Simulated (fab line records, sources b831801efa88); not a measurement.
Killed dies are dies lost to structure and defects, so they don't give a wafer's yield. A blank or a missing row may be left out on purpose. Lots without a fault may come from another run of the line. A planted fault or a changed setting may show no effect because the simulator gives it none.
Which tool did it? | flow sky130 | 12 lots, 36 wafers sampled, at 5 steps of a route of 708

WHAT THE GAUGES READ, wafer by wafer
SKY_VT_ADJUST_HVTR_OVL_MEAS_08. Usual: VT_ADJUST_HVTR_OVL 1.0 nm, standard deviation 1.4.
lot  | measured     | on         | VT_ADJUST_HVTR_OVL (nm) | flag
L969 | day 9 14:19  | overlay-02 | 2.3 3.6 1.9             |
L970 | day 10 03:47 | overlay-02 | 3.4 0.8 1.2             |
L973 | day 10 22:07 | overlay-02 | 2.9 3.4 2.2             |
L975 | day 11 19:14 | overlay-01 | 2.2 0.9 0.8             |
L976 | day 11 23:11 | overlay-02 | 1.5 1.0 2.4             |
L978 | day 12 14:17 | overlay-02 | 1.2 1.0 1.4             |
L979 | day 12 19:38 | overlay-01 | 0.7 1.6 2.2             |
L980 | day 13 05:01 | overlay-02 | 2.8 0.5 3.3             |
L981 | day 13 12:49 | overlay-01 | -2.7 -0.4 -2.4          |
L983 | day 14 00:52 | overlay-02 | 1.7 1.1 -0.4            |
L987 | day 15 04:41 | overlay-02 | 0.3 1.4 2.0             |
L988 | day 15 14:52 | overlay-01 | -2.0 -1.3 -1.6          |

SKY_LOCAL_INTERCONNECT_RS_MEAS_01: measures by four-point-probe. Usual: LOCAL_INTERCONNECT_TIN_RS 14.08 ohm/sq, standard deviation 0.15.
lot  | measured     | on            | LOCAL_INTERCONNECT_TIN_RS (ohm/sq) | flag
L969 | day 29 06:44 | film_metro-03 | 14.26 14.12 14.22                  |
L970 | day 29 23:45 | film_metro-01 | 14.00 13.86 13.78                  |
L973 | day 30 19:30 | film_metro-01 | 14.06 14.14 14.21                  |
L975 | day 32 00:08 | film_metro-04 | 13.99 13.99 13.97                  |
L976 | day 32 01:59 | film_metro-03 | 13.85 13.71 13.79                  |
L978 | day 32 13:52 | film_metro-03 | 14.18 14.26 14.25                  |
L979 | day 32 22:28 | film_metro-01 | 14.15 14.08 14.05                  |
L980 | day 33 05:53 | film_metro-01 | 13.99 14.16 14.01                  |
L981 | day 33 11:38 | film_metro-03 | 14.21 14.17 14.14                  |
L983 | day 33 23:50 | film_metro-04 | 13.80 13.86 13.89                  |
L987 | day 35 06:27 | film_metro-04 | 14.06 14.00 14.01                  |
L988 | day 35 14:53 | film_metro-01 | 14.51 14.38 14.37                  |

WHICH TOOL RAN EACH LOT (tool, then ch and the chambers of the sampled wafers, then the start)
lot  | SKY_LDD_HVP_COAT_02               | SKY_LDD_HVP_STRIP_09                 | SKY_POLY_CUT_STRIP_12
L969 | litho_track-04 ch 0, day 21 01:57 | plasma_asher-04 ch 1, day 21 17:20   | plasma_asher-01 ch 1, day 24 08:00
L970 | litho_track-02 ch 0, day 21 21:58 | plasma_asher-04 ch 0,1, day 22 13:35 | plasma_asher-04 ch 0,1, day 25 04:08
L973 | litho_track-02 ch 0, day 22 19:41 | plasma_asher-02 ch 1, day 23 10:51   | plasma_asher-04 ch 0,1, day 26 00:11
L975 | litho_track-04 ch 0, day 24 01:15 | plasma_asher-02 ch 0,1, day 24 16:24 | plasma_asher-03 ch 0,1, day 27 05:42
L976 | litho_track-02 ch 0, day 24 01:59 | plasma_asher-03 ch 0,1, day 24 17:16 | plasma_asher-01 ch 0,1, day 27 07:28
L978 | litho_track-01 ch 0, day 24 17:25 | plasma_asher-02 ch 0,1, day 25 08:59 | plasma_asher-03 ch 0,1, day 27 21:12
L979 | litho_track-01 ch 0, day 25 02:46 | plasma_asher-03 ch 0,1, day 25 17:02 | plasma_asher-03 ch 0,1, day 28 05:01
L980 | litho_track-02 ch 0, day 25 10:08 | plasma_asher-02 ch 1, day 26 00:26   | plasma_asher-04 ch 0,1, day 28 11:38
L981 | litho_track-04 ch 0, day 25 16:12 | plasma_asher-03 ch 0,1, day 26 07:17 | plasma_asher-04 ch 0,1, day 28 19:05
L983 | litho_track-04 ch 0, day 26 07:54 | plasma_asher-02 ch 0,1, day 26 22:33 | plasma_asher-03 ch 0,1, day 29 08:35
L987 | litho_track-04 ch 0, day 27 16:22 | plasma_asher-03 ch 0, day 28 06:50   | plasma_asher-01 ch 0, day 30 16:47
L988 | litho_track-04 ch 0, day 28 02:09 | plasma_asher-02 ch 0,1, day 28 16:30 | plasma_asher-03 ch 0,1, day 31 02:02
- SKY_LDD_HVP_COAT_02: resist thk 300 nm.
- SKY_LDD_HVP_STRIP_09: strips in O2/N2.
- SKY_POLY_CUT_STRIP_12: strips in O2/N2.

WHAT THE TOOLS THEMSELVES READ (means of the sampled wafers that have a number; where no wafer has one, the mark that the record gives instead)
SKY_LDD_HVP_COAT_02. Usual: spin_speed_rpm 2999.7 rpm, standard deviation 2.2.
lot  | tool           | spin_speed_rpm (rpm) | flag
L969 | litho_track-04 | 3001.2               |
L970 | litho_track-02 | 2997.1               |
L973 | litho_track-02 | 3001.1               |
L975 | litho_track-04 | 3001.2               |
L976 | litho_track-02 | 3000.6               |
L978 | litho_track-01 | 2998.8               |
L979 | litho_track-01 | 3001.7               |
L980 | litho_track-02 | 3000.7               |
L981 | litho_track-04 | 2998.1               |
L983 | litho_track-04 | 2998.6               |
L987 | litho_track-04 | 2745.8               | OFF
L988 | litho_track-04 | 2749.7               | OFF

SKY_LDD_HVP_STRIP_09. Usual: drypump_motor_current_A 5.8 A, standard deviation 0.5; oes_product_au 0.409 a.u., standard deviation 0.0046; strip_time_to_endpoint_s 4.129 s, standard deviation 0.015.
lot  | tool            | drypump_motor_current_A (A) | oes_product_au (a.u.) | strip_time_to_endpoint_s (s) | flag
L969 | plasma_asher-04 | 5.4                         | 0.409                 | 4.126                        |
L970 | plasma_asher-04 | 5.8                         | 0.407                 | 4.124                        |
L973 | plasma_asher-02 | 5.8                         | 0.409                 | 4.139                        |
L975 | plasma_asher-02 | 6.0                         | 0.411                 | 4.124                        |
L976 | plasma_asher-03 | 5.0                         | 0.415                 | 4.146                        |
L978 | plasma_asher-02 | 6.1                         | 0.406                 | 4.123                        |
L979 | plasma_asher-03 | 5.3                         | 0.409                 | 4.116                        |
L980 | plasma_asher-02 | 5.8                         | 0.407                 | 4.123                        |
L981 | plasma_asher-03 | 5.4                         | 0.406                 | 4.134                        |
L983 | plasma_asher-02 | 6.1                         | 0.417                 | 4.145                        |
L987 | plasma_asher-03 | 5.7                         | 0.414                 | 4.316                        | OFF
L988 | plasma_asher-02 | 6.1                         | 0.411                 | 4.304                        | OFF

SKY_POLY_CUT_STRIP_12. Usual: drypump_motor_current_A 5.4 A, standard deviation 0.54; oes_product_au 0.452 a.u., standard deviation 0.0044; strip_time_to_endpoint_s 5.351 s, standard deviation 0.016.
lot  | tool            | drypump_motor_current_A (A) | oes_product_au (a.u.) | strip_time_to_endpoint_s (s) | flag
L969 | plasma_asher-01 | 5.5                         | 0.452                 | 5.347                        |
L970 | plasma_asher-04 | 6.0                         | 0.451                 | 5.326                        |
L973 | plasma_asher-04 | 5.8                         | 0.459                 | 5.357                        |
L975 | plasma_asher-03 | 5.0                         | 0.451                 | 5.374                        |
L976 | plasma_asher-01 | 5.1                         | 0.451                 | 5.354                        |
L978 | plasma_asher-03 | 5.3                         | 0.455                 | 5.348                        |
L979 | plasma_asher-03 | 5.0                         | 0.452                 | 5.341                        |
L980 | plasma_asher-04 | 5.8                         | 0.452                 | 5.368                        |
L981 | plasma_asher-04 | 5.7                         | 0.450                 | 5.372                        |
L983 | plasma_asher-03 | 5.0                         | 0.448                 | 5.333                        |
L987 | plasma_asher-01 | 4.9                         | 0.452                 | 5.342                        |
L988 | plasma_asher-03 | 5.3                         | 0.451                 | 5.347                        |

THE ANSWER, worked out from the rows above alone
Rule: a lot is off if the mean of its wafers that have a number lies more than 3 standard deviations from the usual mean. A lot without any number at a reading at which 4 lots or more have one is off too. The other lots that the step has rows for count as sound. The gauges are gone through in route order, then the tools' own readings, and for those a lot's mean is taken as printed above. The first step at which some lot is off is used, and at that step the reading that is off furthest; a lot without a number counts as furthest.
Off: L987, L988, at SKY_LDD_HVP_COAT_02 (spin_speed_rpm).
A tool fits if, at that step or a process step before it, it ran every lot that is off, and no sound lot after the first of them. One fits: litho_track-04 at SKY_LDD_HVP_COAT_02. Its last sound lot is L983 (day 26 07:54), its first lot that is off L987 (day 27 16:22): a fault that began between those two fits.
The tool's own readings at SKY_LDD_HVP_COAT_02 bear it out: on the lots that are off they differ by more than 5 times the standard deviation of the sound lots' means. spin_speed_rpm reads 2747.8 rpm there against 2999.9 rpm on the sound lots.

WHAT THE SIMULATOR HAD PUT IN
Process parameter drift: litho_track-04, from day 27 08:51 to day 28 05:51, at SKY_LDD_HVP_COAT_02. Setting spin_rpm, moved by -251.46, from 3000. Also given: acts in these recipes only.
Lots struck among those shown: L987, L988. The rule above found the same.
